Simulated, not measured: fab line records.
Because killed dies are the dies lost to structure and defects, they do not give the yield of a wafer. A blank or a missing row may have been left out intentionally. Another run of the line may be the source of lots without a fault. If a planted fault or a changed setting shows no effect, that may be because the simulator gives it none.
Which tool did it? ; flow sky130 ; 7 lots (21 wafers sampled), 1 step of a 708-step route

## WHAT EACH GAUGE READ, for each wafer
SKY_NWELL_TW_MEAS_26.
lot;measured;on;NWELL_2_TW
L174;day 5 12:56;filmMetro-02;494.8 494.1 493.9
L177;day 6 11:57;filmMetro-02;493.1 492.9 496.8
L179;day 6 20:09;filmMetro-02;498.0 496.6 495.5
L188;day 9 02:29;filmMetro-04;496.5 494.5 497.1
L192;day 10 03:31;filmMetro-03;498.2 497.5 497.9
L194;day 10 13:30;filmMetro-04;495.7 496.0 495.8
L196;day 11 01:26;filmMetro-02;494.8 493.3 491.7

## WHICH TOOL RAN EACH LOT (tool, then ch and the chambers of the sampled wafers, then the start)
The record shows no process step preceding these readings.

## THE ANSWER, worked out from the rows above alone
Rule: what is usual is taken from the lots themselves. The widest of any qualifying gaps counts: lots, ordered by their means at a reading, are off when they make up no more than a third of the lots, leave a main group of 4 or more, and stand apart from it by 3 or more times the standard deviation of that group's means. Not used: any main group whose means are identical at the precision the tables above print for the reading. Also off: a lot with no number at a reading for which 4 or more lots have one. The other lots that the step has rows for count as sound.
None of the lots is off at any reading shown; this tells nothing.

## WHAT WAS PUT IN BY THE SIMULATOR
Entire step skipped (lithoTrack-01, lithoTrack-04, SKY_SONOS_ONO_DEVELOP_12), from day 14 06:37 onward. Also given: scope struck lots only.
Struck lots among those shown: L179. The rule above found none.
